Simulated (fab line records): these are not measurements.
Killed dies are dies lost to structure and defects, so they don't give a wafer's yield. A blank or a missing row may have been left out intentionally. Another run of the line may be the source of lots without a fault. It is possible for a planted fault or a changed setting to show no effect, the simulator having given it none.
Which tool did it?    flow sfq line    14 lots, 42 wafers sampled, at 1 step of a route of 325

## WHAT THE GAUGES READ, wafer by wafer
SFQ_M0_OVL_MEAS_906. Usual: M0_OVL gives -2 nm (standard deviation 6.3).
lot   measured      on          M0_OVL (nm)  flag
L634  day 12 07:39  overlay-01  -3 1 -6      
L635  day 12 17:59  overlay-01  0 -1 0       
L636  day 13 06:33  overlay-02  0 1 4        
L637  day 13 13:02  overlay-02  3 4 6        
L638  day 13 18:34  overlay-01  9 8 8        
L648  day 17 04:17  overlay-01  -5 -11 -7    
L649  day 17 23:04  overlay-02  -5 -11 -7    
L651  day 18 19:24  overlay-02  0 3 -1       
L652  day 19 03:47  overlay-01  -5 -4 -8     
L653  day 19 20:59  overlay-01  -11 -7 -12   
L654  day 19 23:23  overlay-02  -4 3 -1      
L655  day 20 06:35  overlay-01  1 5 1        
L656  day 20 16:11  overlay-01  2 10 4       
L657  day 20 23:24  overlay-02  -2 -6 -1     

## WHICH TOOL RAN EACH LOT (tool, then ch and the chambers of the sampled wafers, then the start)
Before these readings, the record contains no process step.

## WHAT THE TOOLS THEMSELVES READ (means of the sampled wafers that have a number; where no wafer has one, the mark that the record gives instead)
The record holds no such reading with a usual standard deviation.

## THE ANSWER, worked out from the rows above alone
Rule: a lot counts as off when the mean over its wafers that have a number is more than 3 standard deviations away from the usual mean. A lot without any number at a reading at which 4 lots or more have one is off too. Where the step has rows for the other lots, those lots are counted as sound. Order of review: gauges by route order, followed by the tools' own readings, for which a lot's mean as printed above is used. The first step at which some lot is off is used, and at that step the reading that is off furthest; a lot without a number counts as furthest.
Across all readings shown, no lot is off: no conclusion can be drawn from this.

## WHAT THE SIMULATOR PUT IN
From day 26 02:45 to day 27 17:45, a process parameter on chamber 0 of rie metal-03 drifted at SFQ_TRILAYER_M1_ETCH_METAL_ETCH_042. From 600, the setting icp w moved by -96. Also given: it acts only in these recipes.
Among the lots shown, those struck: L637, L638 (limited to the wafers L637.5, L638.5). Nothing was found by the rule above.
